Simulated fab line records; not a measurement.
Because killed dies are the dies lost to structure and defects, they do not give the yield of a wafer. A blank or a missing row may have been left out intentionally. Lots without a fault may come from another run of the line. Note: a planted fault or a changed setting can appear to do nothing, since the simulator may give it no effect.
fab line records	flow sky130
record: lots: 4	wafers: 12	lastDay: 50
route steps=708 shown VIA2@527 METAL3@532 CAPM@537 PAD_OPEN@708
lots untouched by any fault: they come from a run of this same line in which no faults occurred
startH: hours from the record's first day to the start of the lot's first wafer shown	waitH: hours since the lot's step before	" identical to the entry in the row above	L1.1+2: one row covering several wafers at once	- no value, or no start given	* or withheld: withheld	< > ~ a bound
route shown NAME@n: names a module that has steps shown in the file, with the first one's number in the route	usual: average and standard deviation across the fault-free wafers	same: alike in all rows	chamber/n: place in a boat	sites: readings site by site	_std_site: standard deviation across them	_edge_site: inner sites' mean taken away from outer sites' mean	radiusMm: how far each site lies from the wafer's centre	mask NAME#n: copy n	behind: the most recent tool/chamber to have shaped the wafer	hold: why the lot was held/for how many hours/how that ended	device: names the non-switching transistor (n, p or np)	end of line: tests run on the same wafers once the route is complete	a step with no rows: only its recipe	killed: dies that structure and defects cost at the first sort, which is not the same as the wafer's yield	map: per-die view of a wafer (x killed, . not killed, _ where there is no die)
set.NAME: the run value of the setting; set.NAME@STEP: its run value at that earlier step	model.NAME: the simulator's own value behind a step, which no gauge read
lots at some steps of the route; a table a step, a row a wafer
services: when a tool's chamber went out of use (startH, in hours from the record's first day, below 0 if earlier), for how many hours, and the reason
== steps ==
step: SKY_VIA2_SPUTTER_20
recipe: material: TiN	targetThkNm: 20	chamberPressurePa: 5	powerW: 4000	timeS: 80
step: SKY_VIA2_CVD_21
recipe: material: W	targetThkNm: 420	timeS: 126.4	tempC: 400	pressureTorr: 40
step: SKY_VIA2_CMP_24
recipe: stopOn: SiO2	tOverpolishS: 20	downForcePsi: 3.5	platenRpm: 60	targetThkNm: 0	padVelocityMS: 0.94248
step: SKY_METAL3_SPUTTER_00
recipe: material: Ti	targetThkNm: 15	powerW: 3000	timeS: 10	chamberPressurePa: 0.4
step: SKY_METAL3_SPUTTER_01
recipe: material: TiN	targetThkNm: 20	powerW: 6500	timeS: 16.7	chamberPressurePa: 0.4
step: SKY_METAL3_SPUTTER_02
recipe: material: AlCu	targetThkNm: 735	powerW: 10600	timeS: 39.1	chamberPressurePa: 0.4
step: SKY_METAL3_SPUTTER_03
recipe: material: Ti	targetThkNm: 5	powerW: 3000	timeS: 3.3	chamberPressurePa: 0.4
step: SKY_METAL3_SPUTTER_04
recipe: material: TiN	targetThkNm: 70	powerW: 6500	timeS: 58.3	chamberPressurePa: 0.4
step: SKY_CAPM_CVD_00
recipe: material: SiO2	targetThkNm: 15.5	tempC: 400	timeS: withheld	rfW: 450
step: SKY_CAPM_SPUTTER_02
recipe: material: TiN	targetThkNm: 200	tempC: 300	powerW: 6500	timeS: 166.7	chamberPressurePa: 0.4
usual: throttleValvePct: 29.9/0.94
lot.wafer	tool	chamber	startH	waitH	throttleValvePct	model.TiN_of_CAPM_SPUTTER_02.thkNm
L589.1	pvdSputter-01	-	903.46	0.1	29.9	196.7
L589.3	"	-	"	"	30.9	196.2
L589.4	"	-	"	"	28.2	195.5
L601.2	pvdSputter-01	-	986.38	0.0	28.4	86.99
L601.5	"	-	"	"	28.5	85.98
L601.6	"	-	"	"	30.0	198
L603.1	pvdSputter-01	-	991.11	0.1	30.8	199.5
L603.2	"	-	"	"	30.0	90.31
L603.6	"	-	"	"	30.3	201.6
L607.1	pvdSputter-02	-	1010.77	0.1	30.0	203.2
L607.3	"	-	"	"	30.8	200.3
L607.6	"	-	"	"	28.4	200.9
step: SKY_CAPM_RS_MEAS_03
recipe: thkMeasGauge: four-point-probe	reads: TiN_of_CAPM_SPUTTER_02
usual: CAPM_TIN_RS: 6.93/0.087
lot.wafer	tool	chamber	startH	waitH	CAPM_TIN_RS[ohm/sq]
L589.1	filmMetro-01	-	903.57	0.1	7.06
L589.3	"	-	"	"	7.05
L589.4	"	-	"	"	7.07
L601.2	filmMetro-03	-	986.51	0.1	16.33
L601.5	"	-	"	"	16.55
L601.6	"	-	"	"	6.97
L603.1	filmMetro-01	-	991.22	0.1	6.93
L603.2	"	-	"	"	15.76
L603.6	"	-	"	"	6.86
L607.1	filmMetro-04	-	1010.88	0.1	6.79
L607.3	"	-	"	"	6.90
L607.6	"	-	"	"	6.88
step: SKY_CAPM_THK_MEAS_04
recipe: thkMeasGauge: xrf	reads: TiN_of_CAPM_SPUTTER_02
usual: CAPM_TIN_THK: 201.3/2.6
lot.wafer	tool	chamber	startH	waitH	CAPM_TIN_THK[nm]
L589.1	filmMetro-01	-	903.69	0.1	198.1
L589.3	"	-	"	"	197.8
L589.4	"	-	"	"	196.5
L601.2	filmMetro-03	-	986.62	0.1	87.6
L601.5	"	-	"	"	87.0
L601.6	"	-	"	"	200.0
L603.1	filmMetro-01	-	991.34	0.1	202.1
L603.2	"	-	"	"	90.8
L603.6	"	-	"	"	202.9
L607.1	filmMetro-04	-	1011.00	0.1	203.1
L607.3	"	-	"	"	201.7
L607.6	"	-	"	"	200.7
step: SKY_CAPM_DEHYDRATE_05
recipe: tempC: 200	timeS: 60
step: SKY_CAPM_HMDS_06
recipe: primeTimeS: 60	primeTempC: 120
step: SKY_CAPM_COAT_07
recipe: resist: NOVOLAK	spinRpm: 3000	resistThkNm: 1140
step: SKY_CAPM_SOFTBAKE_08
recipe: tempC: 90	timeS: 60	resist: NOVOLAK
step: SKY_CAPM_EXPOSE_09
recipe: maskId: CAPM	na: 0.6	sourceShape: conventional	sigmaOuter: 0.6	polarization: unpolarized	targetCdNm: 1000	doseMj: 159
step: SKY_CAPM_PEB_10
recipe: tempC: withheld	timeS: *	resist: NOVOLAK
step: SKY_CAPM_DEVELOP_11
recipe: resist: NOVOLAK	developer: TMAH	developTimeS: 60	devTempC: 23
step: SKY_CAPM_METAL_ETCH_13
recipe: targetDepthNm: 220	stopOn: SiO2	chemistry: Cl2/BCl3	target: TiN	pressureMtorr: 10	icpW: 900	biasW: 48.5	Cl2_flow_sccm: 60	bcl3FlowSccm: 30	timeS: 62.9
usual: drypumpMotorCurrentA: 5.5/0.63	oesProductAu: 0.941/0.0081	rfFwdPowerW: 894/3.4	throttleValvePct: 21.902/0.0089
lot.wafer	tool	chamber	startH	waitH	drypumpMotorCurrentA	oesProductAu	rfFwdPowerW	rfHoursCounterH	throttleValvePct
L589.1	rieMetal-03	1	928.92	0.0	5.0	0.934	893	2	21.907
L589.3	"	1	"	"	5.0	0.928	893	-	21.891
L589.4	"	0	"	"	5.3	0.924	890	-	21.909
L601.2	rieMetal-03	0	1008.41	0.0	5.3	0.627	894	7	22.099
L601.5	"	0	"	"	5.3	0.622	896	-	22.118
L601.6	"	1	"	"	5.0	0.938	897	-	21.910
L603.1	rieMetal-01	0	1013.17	0.0	6.3	0.941	894	16	21.910
L603.2	"	1	"	"	4.7	0.633	896	4	22.096
L603.6	"	0	"	"	6.4	0.949	901	-	21.898
L607.1	rieMetal-01	1	1030.12	0.0	4.7	0.958	897	5	21.893
L607.3	"	0	"	"	6.3	0.942	897	-	21.914
L607.6	"	1	"	"	4.7	0.940	895	-	21.904
step: SKY_CAPM_STRIP_14
recipe: chemistry: O2/N2	powerW: 1400	pressureMtorr: 1500	platenTempC: withheld	o2FlowSccm: 3000	n2FlowSccm: 300	overashFraction: 0.5
step: SKY_CAPM_STRIP_15
recipe: chemistry: postEtchResidueRemover	timeS: 1200	tempC: 72.5
step: SKY_CAPM_CLEAN_16
recipe: chemistry: IPA	timeS: 180	tempC: 25
step: SKY_CAPM_CLEAN_17
recipe: chemistry: O3/DIW	dry: n2Spin
step: SKY_METAL3_DEHYDRATE_05
recipe: tempC: 200	timeS: 60
step: SKY_METAL3_HMDS_06
recipe: primeTimeS: 60	primeTempC: 120
step: SKY_METAL3_COAT_07
recipe: resist: BARC	tempC: withheld	timeS: withheld	spinRpm: 3000	resistThkNm: 60
step: SKY_METAL3_COAT_08
recipe: resist: KrF-thick	spinRpm: 3000	resistThkNm: 1140
step: SKY_METAL3_SOFTBAKE_09
recipe: tempC: 100	timeS: 90	resist: KrF-thick
step: SKY_METAL3_EXPOSE_10
recipe: maskId: MM3	na: 0.68	sourceShape: annular	sigmaInner: 0.4	sigmaOuter: 0.8	targetCdNm: 300	doseMj: 28
step: SKY_METAL3_PEB_11
recipe: pebTempC: withheld	pebTimeS: withheld	resist: KrF-thick
step: SKY_METAL3_DEVELOP_12
recipe: developTimeS: 60	resist: KrF-thick	devTempC: 21
step: SKY_METAL3_DESCUM_15
recipe: chemistry: O2	sourcePowerW: 150	biasPowerW: 0	pressureMtorr: 10	tempC: 40	timeS: 8
step: SKY_METAL3_ETCH_16
recipe: chemistry: N2/H2	target: BARC	ionEnergyEv: 200	biasW: 100	pressureMtorr: 30	n2FlowSccm: 100	h2FlowSccm: 200	icpW: 500	stopOn: SiO2	timeS: 88.2	targetDepthA: 600
step: SKY_METAL3_ETCH_17
recipe: target: SiO2	stopOn: TiN	chemistry: C4F8/O2/Ar	sourceW: 1500	biasW: 1200	pressureMtorr: 40	c4f8FlowSccm: withheld	O2_flow_sccm: 6	Ar_flow_sccm: 300	timeS: 3.9	targetDepthA: 150
step: SKY_METAL3_METAL_ETCH_18
recipe: targetDepthA: 8450	stopOn: SiO2	overEtchFrac: 0.3	timeS: 183.1	chemistry: Cl2/BCl3	resistSidewallDeg: 88	pressureMtorr: 10	icpW: 900	biasW: 48.5	Cl2_flow_sccm: 60	bcl3FlowSccm: 30
step: SKY_METAL3_STRIP_20
recipe: chemistry: postEtchResidueRemover	timeS: 1200	tempC: 72.5
lot.wafer	tool	chamber	startH	waitH	model.TiN_of_CAPM_SPUTTER_02.thkNm
L589.1	wetBench-01	3	955.36	0.1	195.9
L589.3	"	3	"	"	195.4
L589.4	"	3	"	"	194.7
L601.2	wetBench-01	2	1029.01	0.1	86.15
L601.5	"	2	"	"	85.14
L601.6	"	2	"	"	197.1
L603.1	wetBench-03	1	1033.74	0.1	198.6
L603.2	"	1	"	"	89.47
L603.6	"	1	"	"	200.7
L607.1	wetBench-01	0	1054.07	0.1	202.4
L607.3	"	0	"	"	199.4
L607.6	"	0	"	"	200.1
step: SKY_PAD_OPEN_PROBE_99
usual: defectLimitedYield: 82.1/2	killed_at_M0_to_M3: 43/6.4	killed_at_M4_up: 3.2/1.8	killedAtContacts: 25/5.5	killedAtFrontEnd: 16/5.2	killedAtOther: 0.3/0.49	killedDies: 88/10	killedOpen: 48/7	killedShort: 40/7.1	sort_bin_3_pad_short: 0.9/0.42	sort_bin_5_function: 10.5/1.6	sort_bin_6_memory: 6.5/1.2	sortNPass: 404/10	sortYieldPct: 82.1/2
same: grossDies: 492	killedAtBackSide: 0	sort_bin_4_leakage[%]: 0	sort_bin_8_speed[%]: 0
lot.wafer	tool	chamber	startH	waitH	defectLimitedYield[%]	killed_at_M0_to_M3	killed_at_M4_up	killedAtContacts	killedAtFrontEnd	killedAtOther	killedDies	killedOpen	killedShort	sort_bin_3_pad_short[%]	sort_bin_5_function[%]	sort_bin_6_memory[%]	sortNPass	sortYieldPct[%]	model.etest.capMim.plateOhmSq	model.etest.capMim.bvV	model.etest.capMim.leakLog10ACm2
L589.1	prober-02	-	1115.55	0.1	85.2	37	5	19	10	2	73	40	33	1.0	7.3	6.5	419	85.2	6.134	13.79	-8.89
L589.3	prober-02	-	1115.65	0.2	83.5	39	2	27	13	0	81	51	30	0.4	10.4	5.7	411	83.5	6.103	14.24	-9.054
L589.4	prober-02	-	1115.70	0.2	85.0	44	1	20	9	0	74	40	34	0.6	8.3	6.1	418	85.0	6.099	14.24	-8.804
L601.2	prober-02	-	1178.90	0.1	83.7	40	3	17	18	2	80	44	36	0.6	9.3	6.3	412	83.7	13.86	10.92	-7.626
L601.5	prober-02	-	1179.05	0.2	85.6	32	2	28	8	1	71	37	34	0.2	8.7	5.5	421	85.6	13.93	10.91	-7.629
L601.6	prober-02	-	1179.10	0.2	86.6	36	2	21	6	1	66	38	28	0.4	8.7	4.3	426	86.6	6.039	13.84	-9.272
L603.1	prober-02	-	1185.57	0.1	77.6	61	1	28	20	0	110	65	45	1.6	11.2	9.6	382	77.6	6.044	14.5	-9.156
L603.2	prober-02	-	1185.62	0.1	83.3	40	3	26	12	1	82	47	35	1.2	9.8	5.7	410	83.3	13.31	10.96	-7.393
L603.6	prober-02	-	1185.82	0.2	82.9	34	4	27	19	0	84	43	41	1.0	10.0	6.1	408	82.9	5.939	14.17	-9.246
L607.1	prober-02	-	1199.16	0.1	84.8	34	3	15	23	0	75	34	41	1.0	9.8	4.5	417	84.8	5.912	14.05	-8.899
L607.3	prober-02	-	1199.26	0.2	82.9	45	5	19	15	0	84	51	33	1.2	9.8	6.1	408	82.9	5.93	14.52	-9.091
L607.6	prober-02	-	1199.41	0.2	84.6	32	2	26	16	0	76	42	34	0.8	9.6	5.1	416	84.6	5.952	14.4	-9.268
killed by level:class
L589.1 VIA1:geometricParticle:open=9 CONTACT:geometricParticle:open=8 METAL1:geometricParticle:short=7 CONTACT:geometricParticle:short=5 LI_CONTACT:geometricParticle:open=4 VIA3:geometricParticle:open=4 VIA1:geometricParticle:short=4 METAL2:geometricParticle:short=4
L589.3 VIA1:geometricParticle:open=14 LI_CONTACT:geometricParticle:open=11 VIA3:geometricParticle:open=8 CONTACT:geometricParticle:open=8 FIELD_ISO:geometricParticle:open=4 POLY_GATE:geometricParticle:short=4 VIA3:geometricParticle:short=4 LOCAL_INTERCONNECT:geometricParticle:short=4
L589.4 VIA1:geometricParticle:open=10 VIA3:geometricParticle:short=8 LI_CONTACT:geometricParticle:open=5 LOCAL_INTERCONNECT:geometricParticle:open=5 VIA1:geometricParticle:short=5 VIA2:geometricParticle:open=5 VIA3:geometricParticle:open=5 FIELD_ISO:geometricParticle:short=3
L601.2 VIA1:geometricParticle:open=11 FIELD_ISO:geometricParticle:short=6 VIA2:geometricParticle:open=6 CONTACT:geometricParticle:open=5 CONTACT:geometricParticle:short=5 VIA2:geometricParticle:short=5 FIELD_ISO:geometricParticle:open=4 LI_CONTACT:geometricParticle:open=4
L601.5 CONTACT:geometricParticle:open=12 LI_CONTACT:geometricParticle:open=7 METAL2:geometricParticle:short=6 VIA3:geometricParticle:open=5 CONTACT:geometricParticle:short=4 METAL1:geometricParticle:short=4 VIA1:geometricParticle:open=4 METAL3:geometricParticle:short=4
L601.6 CONTACT:geometricParticle:open=12 VIA3:geometricParticle:open=8 VIA1:geometricParticle:open=7 CONTACT:geometricParticle:short=5 METAL3:geometricParticle:short=5 VIA2:geometricParticle:short=5 METAL1:geometricParticle:short=4 LI_CONTACT:geometricParticle:open=3
L603.1 VIA2:geometricParticle:open=19 METAL1:geometricParticle:short=11 LOCAL_INTERCONNECT:geometricParticle:short=7 VIA3:geometricParticle:open=7 FIELD_ISO:geometricParticle:open=6 LI_CONTACT:geometricParticle:open=6 VIA1:geometricParticle:open=6 VIA1:geometricParticle:short=5
L603.2 CONTACT:geometricParticle:open=11 VIA3:geometricParticle:open=9 CONTACT:geometricParticle:short=7 VIA2:geometricParticle:open=7 VIA1:geometricParticle:open=5 LI_CONTACT:geometricParticle:open=5 METAL3:geometricParticle:short=5 FIELD_ISO:geometricParticle:open=4
L603.6 CONTACT:geometricParticle:open=11 LI_CONTACT:geometricParticle:open=7 VIA2:geometricParticle:open=7 POLY_GATE:geometricParticle:short=5 CONTACT:geometricParticle:short=5 VIA1:geometricParticle:open=5 FIELD_ISO:geometricParticle:short=4 VIA3:geometricParticle:short=4
L607.1 FIELD_ISO:geometricParticle:short=8 VIA1:geometricParticle:short=5 CONTACT:geometricParticle:open=5 METAL1:geometricParticle:short=5 METAL2:geometricParticle:short=5 POLY_GATE:geometricParticle:open=4 POLY_GATE:geometricParticle:short=4 VIA3:geometricParticle:open=4
L607.3 VIA1:geometricParticle:open=15 LI_CONTACT:geometricParticle:open=7 VIA3:geometricParticle:open=5 FIELD_ISO:geometricParticle:open=4 POLY_GATE:geometricParticle:short=4 CONTACT:geometricParticle:open=4 METAL4:geometricParticle:short=4 METAL1:geometricParticle:short=4
L607.6 CONTACT:geometricParticle:open=9 LI_CONTACT:geometricParticle:open=7 VIA2:geometricParticle:open=7 LI_CONTACT:geometricParticle:short=6 VIA1:geometricParticle:open=6 FIELD_ISO:geometricParticle:short=5 METAL2:geometricParticle:short=4 FIELD_ISO:geometricParticle:open=3
== services ==
tool	chamber	startH	hours	kind
rieMetal-01	1	903.30	10.6	repair
rieMetal-01	1	917.79	-	clean
rieMetal-01	1	917.79	18.8	scheduledDown
rieMetal-01	1	917.79	18.8	ventCycle
pvdSputter-02	-	929.69	2.3	repair
pvdSputter-01	1	991.22	-	consumableReplace:kit
pvdSputter-01	1	991.22	18.0	scheduledDown
pvdSputter-01	1	991.22	18.0	ventCycle
pvdSputter-02	-	1035.07	0.5	repair
== key ==
firstSign: step: SKY_CAPM_RS_MEAS_03	reading: CAPM_TIN_RS	direction: up	sigmas: 99+	usual: 6.93	struck: 16.21
effect: step: SKY_CAPM_THK_MEAS_04	reading: CAPM_TIN_THK	direction: down	sigmas: 43	usual: 201.3	struck: 88.4
effect: step: SKY_CAPM_METAL_ETCH_13	reading: oesProductAu	direction: down	sigmas: 39	usual: 0.941	struck: 0.627
modelEffect: step: SKY_CAPM_SPUTTER_02	value: TiN_of_CAPM_SPUTTER_02.thkNm	without: 198	struck: 87.76
modelEffect: step: SKY_METAL3_STRIP_20	value: TiN_of_CAPM_SPUTTER_02.thkNm	without: 197.2	struck: 86.92
modelEffect: step: SKY_PAD_OPEN_PROBE_99	value: etest.capMim.plateOhmSq	without: 6.069	struck: 13.7
metAt SKY_CAPM_SPUTTER_02
struckWafers L601.2,L601.5,L603.2
onsetBetween 903.46 986.38
fault: kind: processParameterDrift	tool: pvdSputter-01	chamber: -	onsetH: 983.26	steps: SKY_CAPM_SPUTTER_02	channel: targetThkNm	offset: -110.28	shape: step	endH: 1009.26	scope: struckWafersOnly	actsIn: theseRecipesOnly	stated: 200
